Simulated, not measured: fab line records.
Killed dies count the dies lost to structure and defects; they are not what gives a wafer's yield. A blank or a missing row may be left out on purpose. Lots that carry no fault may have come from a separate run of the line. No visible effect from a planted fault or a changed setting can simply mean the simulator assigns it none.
Which tool was responsible? / flow sky130 / 72 wafers from 24 lots sampled at 5 of the route's 708 steps

WHAT THE GAUGES READ, wafer by wafer
SKY_VT_ADJUST_HVTR_CD_MEAS_07: target cd 380 nm. Usual: cdNm reads 380 nm (standard deviation 3.1).
lot=L074; measured=day 9 15:52; on=cdSem-01; cdNm (nm)=379 376 378; flag=
lot=L075; measured=day 9 19:58; on=cdSem-02; cdNm (nm)=377 378 378; flag=
lot=L076; measured=day 10 06:47; on=cdSem-01; cdNm (nm)=375 378 379; flag=
lot=L077; measured=day 10 16:22; on=cdSem-01; cdNm (nm)=378 377 378; flag=
lot=L078; measured=day 10 21:48; on=cdSem-02; cdNm (nm)=384 380 381; flag=
lot=L079; measured=day 11 02:17; on=cdSem-02; cdNm (nm)=378 379 380; flag=
lot=L080; measured=day 11 11:06; on=cdSem-02; cdNm (nm)=376 376 380; flag=
lot=L081; measured=day 11 22:21; on=cdSem-02; cdNm (nm)=379 381 375; flag=
lot=L082; measured=day 12 02:34; on=cdSem-01; cdNm (nm)=380 383 383; flag=
lot=L083; measured=day 12 05:32; on=cdSem-01; cdNm (nm)=375 377 375; flag=
lot=L084; measured=day 12 14:10; on=cdSem-02; cdNm (nm)=383 379 376; flag=
lot=L085; measured=day 13 03:40; on=cdSem-02; cdNm (nm)=379 377 376; flag=
lot=L086; measured=day 13 11:29; on=cdSem-01; cdNm (nm)=386 387 387; flag=
lot=L087; measured=day 13 15:07; on=cdSem-01; cdNm (nm)=384 384 384; flag=
lot=L088; measured=day 13 20:25; on=cdSem-01; cdNm (nm)=382 382 380; flag=
lot=L089; measured=day 14 01:57; on=cdSem-02; cdNm (nm)=381 380 380; flag=
lot=L090; measured=day 14 08:39; on=cdSem-02; cdNm (nm)=376 375 377; flag=
lot=L091; measured=day 14 18:27; on=cdSem-02; cdNm (nm)=376 380 378; flag=
lot=L092; measured=day 15 04:16; on=cdSem-02; cdNm (nm)=377 376 377; flag=
lot=L093; measured=day 15 10:49; on=cdSem-02; cdNm (nm)=383 383 384; flag=
lot=L094; measured=day 15 19:05; on=cdSem-02; cdNm (nm)=384 383 383; flag=
lot=L095; measured=day 16 01:11; on=cdSem-02; cdNm (nm)=382 381 379; flag=
lot=L096; measured=day 16 08:47; on=cdSem-02; cdNm (nm)=381 382 381; flag=
lot=L097; measured=day 16 12:02; on=cdSem-02; cdNm (nm)=379 378 382; flag=

SKY_VT_ADJUST_HVTR_TW_MEAS_11. Usual: VT_ADJUST_HVTR_TW 212.8, standard deviation 1.2.
lot=L074; measured=day 9 16:16; on=filmMetro-04; VT_ADJUST_HVTR_TW=214.3 215.8 214.2; flag=
lot=L075; measured=day 9 20:20; on=filmMetro-04; VT_ADJUST_HVTR_TW=214.3 213.6 213.9; flag=
lot=L076; measured=day 10 07:11; on=filmMetro-04; VT_ADJUST_HVTR_TW=213.7 214.1 214.5; flag=
lot=L077; measured=day 10 16:46; on=filmMetro-01; VT_ADJUST_HVTR_TW=212.9 212.2 213.5; flag=
lot=L078; measured=day 10 22:11; on=filmMetro-01; VT_ADJUST_HVTR_TW=212.7 215.0 213.7; flag=
lot=L079; measured=day 11 02:41; on=filmMetro-01; VT_ADJUST_HVTR_TW=213.4 211.7 211.8; flag=
lot=L080; measured=day 11 11:31; on=filmMetro-04; VT_ADJUST_HVTR_TW=212.0 214.0 213.7; flag=
lot=L081; measured=day 11 22:46; on=filmMetro-02; VT_ADJUST_HVTR_TW=210.0 211.6 211.3; flag=
lot=L082; measured=day 12 02:58; on=filmMetro-04; VT_ADJUST_HVTR_TW=213.6 213.3 213.4; flag=
lot=L083; measured=day 12 05:56; on=filmMetro-01; VT_ADJUST_HVTR_TW=213.6 213.3 214.8; flag=
lot=L084; measured=day 12 14:34; on=filmMetro-02; VT_ADJUST_HVTR_TW=212.5 212.3 212.4; flag=
lot=L085; measured=day 13 04:04; on=filmMetro-02; VT_ADJUST_HVTR_TW=212.0 212.3 212.3; flag=
lot=L086; measured=day 13 11:53; on=filmMetro-01; VT_ADJUST_HVTR_TW=213.1 213.5 213.5; flag=
lot=L087; measured=day 13 15:29; on=filmMetro-04; VT_ADJUST_HVTR_TW=212.6 213.6 212.8; flag=
lot=L088; measured=day 13 20:49; on=filmMetro-01; VT_ADJUST_HVTR_TW=211.6 212.6 213.3; flag=
lot=L089; measured=day 14 02:20; on=filmMetro-04; VT_ADJUST_HVTR_TW=214.1 214.9 212.9; flag=
lot=L090; measured=day 14 09:04; on=filmMetro-01; VT_ADJUST_HVTR_TW=212.0 212.0 210.8; flag=
lot=L091; measured=day 14 18:51; on=filmMetro-04; VT_ADJUST_HVTR_TW=212.5 213.0 213.6; flag=
lot=L092; measured=day 15 04:38; on=filmMetro-02; VT_ADJUST_HVTR_TW=211.2 212.1 211.0; flag=
lot=L093; measured=day 15 11:13; on=filmMetro-04; VT_ADJUST_HVTR_TW=211.3 211.6 212.5; flag=
lot=L094; measured=day 15 19:28; on=filmMetro-04; VT_ADJUST_HVTR_TW=213.7 211.8 211.7; flag=
lot=L095; measured=day 16 01:34; on=filmMetro-02; VT_ADJUST_HVTR_TW=211.0 211.9 211.6; flag=
lot=L096; measured=day 16 09:10; on=filmMetro-04; VT_ADJUST_HVTR_TW=214.9 212.1 212.0; flag=
lot=L097; measured=day 16 12:26; on=filmMetro-02; VT_ADJUST_HVTR_TW=211.2 210.6 210.6; flag=

SKY_SONOS_ONO_OVL_MEAS_14. Usual: SONOS_ONO_OVL -0.1 nm, standard deviation 1.7.
lot=L074; measured=day 12 20:32; on=overlay-02; SONOS_ONO_OVL (nm)=-0.6 -3.3 -1.1; flag=
lot=L075; measured=day 12 23:53; on=overlay-02; SONOS_ONO_OVL (nm)=-1.2 -1.0 -2.3; flag=
lot=L076; measured=day 13 09:50; on=overlay-02; SONOS_ONO_OVL (nm)=-0.6 0.9 -2.0; flag=
lot=L077; measured=day 13 23:58; on=overlay-02; SONOS_ONO_OVL (nm)=-0.6 0.3 -1.4; flag=
lot=L078; measured=day 14 05:45; on=overlay-01; SONOS_ONO_OVL (nm)=-1.4 -0.4 0.0; flag=
lot=L079; measured=day 14 09:59; on=overlay-02; SONOS_ONO_OVL (nm)=-0.1 1.2 0.5; flag=
lot=L080; measured=day 14 19:13; on=overlay-02; SONOS_ONO_OVL (nm)=0.6 -2.3 -3.2; flag=
lot=L081; measured=day 15 08:58; on=overlay-02; SONOS_ONO_OVL (nm)=-0.7 0.4 -0.2; flag=
lot=L082; measured=day 15 15:26; on=overlay-01; SONOS_ONO_OVL (nm)=1.7 1.6 0.7; flag=
lot=L083; measured=day 15 18:23; on=overlay-01; SONOS_ONO_OVL (nm)=0.2 1.1 -1.8; flag=
lot=L084; measured=day 16 02:32; on=overlay-02; SONOS_ONO_OVL (nm)=1.0 3.5 2.5; flag=
lot=L085; measured=day 16 18:50; on=overlay-02; SONOS_ONO_OVL (nm)=-1.5 1.2 -1.9; flag=
lot=L086; measured=day 17 03:11; on=overlay-01; SONOS_ONO_OVL (nm)=1.5 1.8 1.0; flag=
lot=L087; measured=day 17 09:09; on=overlay-02; SONOS_ONO_OVL (nm)=-0.9 -1.3 1.3; flag=
lot=L088; measured=day 17 13:05; on=overlay-01; SONOS_ONO_OVL (nm)=1.4 -0.3 0.6; flag=
lot=L089; measured=day 17 17:05; on=overlay-02; SONOS_ONO_OVL (nm)=-2.0 -3.4 -2.6; flag=
lot=L090; measured=day 18 02:05; on=overlay-01; SONOS_ONO_OVL (nm)=-0.1 -0.4 1.1; flag=
lot=L091; measured=day 18 18:23; on=overlay-02; SONOS_ONO_OVL (nm)=-1.3 -2.3 -1.3; flag=
lot=L092; measured=day 19 02:50; on=overlay-01; SONOS_ONO_OVL (nm)=2.0 1.9 1.2; flag=
lot=L093; measured=day 19 07:09; on=overlay-02; SONOS_ONO_OVL (nm)=0.8 0.9 3.1; flag=
lot=L094; measured=day 19 15:35; on=overlay-01; SONOS_ONO_OVL (nm)=2.7 0.7 2.0; flag=
lot=L095; measured=day 19 23:59; on=overlay-02; SONOS_ONO_OVL (nm)=-2.3 -2.9 -4.6; flag=
lot=L096; measured=day 20 11:02; on=overlay-01; SONOS_ONO_OVL (nm)=3.0 2.1 2.3; flag=
lot=L097; measured=day 20 15:44; on=overlay-01; SONOS_ONO_OVL (nm)=0.4 1.7 1.4; flag=

SKY_POLY_GATE_THK_MEAS_01. Usual: POLY_GATE_CVD_00_THK 180.0 nm, standard deviation 1.6.
lot=L074; measured=day 14 02:51; on=filmMetro-03; POLY_GATE_CVD_00_THK (nm)=179.5 179.8 179.4; flag=
lot=L075; measured=day 14 07:09; on=filmMetro-02; POLY_GATE_CVD_00_THK (nm)=181.0 180.1 181.1; flag=
lot=L076; measured=day 14 15:50; on=filmMetro-03; POLY_GATE_CVD_00_THK (nm)=177.4 177.4 178.1; flag=
lot=L077; measured=day 15 08:39; on=filmMetro-02; POLY_GATE_CVD_00_THK (nm)=181.6 179.5 180.6; flag=
lot=L078; measured=day 15 17:08; on=filmMetro-01; POLY_GATE_CVD_00_THK (nm)=179.8 179.4 180.5; flag=
lot=L079; measured=day 15 20:08; on=filmMetro-02; POLY_GATE_CVD_00_THK (nm)=179.2 179.0 176.8; flag=
lot=L080; measured=day 16 05:45; on=filmMetro-02; POLY_GATE_CVD_00_THK (nm)=179.9 181.1 180.9; flag=
lot=L081; measured=day 16 20:52; on=filmMetro-02; POLY_GATE_CVD_00_THK (nm)=181.6 182.3 181.6; flag=
lot=L082; measured=day 17 03:43; on=filmMetro-02; POLY_GATE_CVD_00_THK (nm)=179.3 181.4 180.0; flag=
lot=L083; measured=day 17 07:49; on=filmMetro-03; POLY_GATE_CVD_00_THK (nm)=181.7 182.4 182.2; flag=
lot=L084; measured=day 17 15:11; on=filmMetro-01; POLY_GATE_CVD_00_THK (nm)=183.2 182.4 181.4; flag=
lot=L085; measured=day 18 07:35; on=filmMetro-01; POLY_GATE_CVD_00_THK (nm)=179.8 179.7 181.3; flag=
lot=L086; measured=day 18 16:30; on=filmMetro-02; POLY_GATE_CVD_00_THK (nm)=179.6 178.5 179.5; flag=
lot=L087; measured=day 18 21:23; on=filmMetro-02; POLY_GATE_CVD_00_THK (nm)=182.5 181.3 182.3; flag=
lot=L088; measured=day 19 06:28; on=filmMetro-02; POLY_GATE_CVD_00_THK (nm)=180.2 179.6 179.6; flag=
lot=L089; measured=day 19 06:29; on=filmMetro-03; POLY_GATE_CVD_00_THK (nm)=177.9 178.6 179.0; flag=
lot=L090; measured=day 19 14:22; on=filmMetro-02; POLY_GATE_CVD_00_THK (nm)=178.7 177.3 179.0; flag=
lot=L091; measured=day 20 09:21; on=filmMetro-03; POLY_GATE_CVD_00_THK (nm)=179.5 179.4 178.8; flag=
lot=L092; measured=day 20 19:16; on=filmMetro-02; POLY_GATE_CVD_00_THK (nm)=181.1 180.5 182.5; flag=
lot=L093; measured=day 20 20:55; on=filmMetro-02; POLY_GATE_CVD_00_THK (nm)=177.3 175.0 177.5; flag=
lot=L094; measured=day 21 04:44; on=filmMetro-02; POLY_GATE_CVD_00_THK (nm)=181.3 181.6 180.7; flag=
lot=L095; measured=day 21 11:52; on=filmMetro-03; POLY_GATE_CVD_00_THK (nm)=179.8 179.6 180.1; flag=
lot=L096; measured=day 21 23:26; on=filmMetro-01; POLY_GATE_CVD_00_THK (nm)=177.8 177.7 176.1; flag=
lot=L097; measured=day 22 04:48; on=filmMetro-03; POLY_GATE_CVD_00_THK (nm)=181.0 180.1 180.2; flag=

SKY_LOCAL_INTERCONNECT_CD_MEAS_11: target cd 170 nm. Usual: cdNm reads 169.5 nm (standard deviation 1.4).
lot=L074; measured=day 30 16:20; on=cdSem-02; cdNm (nm)=169.7 169.1 168.8; flag=
lot=L075; measured=day 30 20:58; on=cdSem-01; cdNm (nm)=171.7 171.1 170.3; flag=
lot=L076; measured=day 31 09:34; on=cdSem-02; cdNm (nm)=170.1 170.9 170.8; flag=
lot=L077; measured=day 32 01:56; on=cdSem-01; cdNm (nm)=171.9 170.6 170.4; flag=
lot=L078; measured=day 32 11:52; on=cdSem-01; cdNm (nm)=172.6 172.9 172.7; flag=
lot=L079; measured=day 32 16:29; on=cdSem-01; cdNm (nm)=168.0 168.0 168.0; flag=
lot=L080; measured=day 33 08:26; on=cdSem-01; cdNm (nm)=170.9 170.2 171.3; flag=
lot=L081; measured=day 33 16:02; on=cdSem-02; cdNm (nm)=167.2 167.9 167.9; flag=
lot=L082; measured=day 33 23:54; on=cdSem-01; cdNm (nm)=170.8 169.6 168.8; flag=
lot=L083; measured=day 34 04:16; on=cdSem-02; cdNm (nm)=169.6 169.8 169.4; flag=
lot=L084; measured=day 34 04:47; on=cdSem-01; cdNm (nm)=168.3 170.2 169.5; flag=
lot=L085; measured=day 34 19:15; on=cdSem-02; cdNm (nm)=170.5 169.6 169.8; flag=
lot=L086; measured=day 35 03:53; on=cdSem-01; cdNm (nm)=170.5 170.4 169.9; flag=
lot=L087; measured=day 35 07:59; on=cdSem-02; cdNm (nm)=168.7 168.1 169.1; flag=
lot=L088; measured=day 35 16:40; on=cdSem-02; cdNm (nm)=167.6 167.6 166.6; flag=
lot=L089; measured=day 35 15:08; on=cdSem-02; cdNm (nm)=170.1 169.4 170.2; flag=
lot=L090; measured=day 35 22:24; on=cdSem-02; cdNm (nm)=168.7 168.1 168.8; flag=
lot=L091; measured=day 36 14:06; on=cdSem-01; cdNm (nm)=171.8 172.7 172.1; flag=
lot=L092; measured=day 36 20:47; on=cdSem-01; cdNm (nm)=169.2 169.7 167.7; flag=
lot=L093; measured=day 36 23:30; on=cdSem-02; cdNm (nm)=169.0 167.7 168.5; flag=
lot=L094; measured=day 37 06:59; on=cdSem-01; cdNm (nm)=169.9 170.2 169.4; flag=
lot=L095; measured=day 37 13:26; on=cdSem-01; cdNm (nm)=166.1 166.8 168.6; flag=
lot=L096; measured=day 37 22:39; on=cdSem-01; cdNm (nm)=167.1 170.0 168.0; flag=
lot=L097; measured=day 38 03:03; on=cdSem-02; cdNm (nm)=167.7 168.5 169.7; flag=

WHICH TOOL RAN EACH LOT (tool, then ch and the chambers of the sampled wafers, then the start)
Before these readings, the record contains no process step.

WHAT THE TOOLS THEMSELVES READ (means of the sampled wafers that have a number; where no wafer has one, the mark that the record gives instead)
The record holds no such reading with a usual standard deviation.

THE ANSWER, worked out from the rows above alone
Rule: a lot is off if the mean of its wafers that have a number lies more than 3 standard deviations from the usual mean. Also off: a lot with no number at a reading for which 4 or more lots have one. Where the step has rows for the other lots, those lots are counted as sound. First the gauges in route order, then the tools' own readings, where a lot's mean is used as printed above. At the first step where some lot is off, the reading lying furthest off is the one used; lots without a number count as furthest.
No lot is off on any of the readings shown, so nothing can be concluded from this.

WHAT WAS PUT IN BY THE SIMULATOR
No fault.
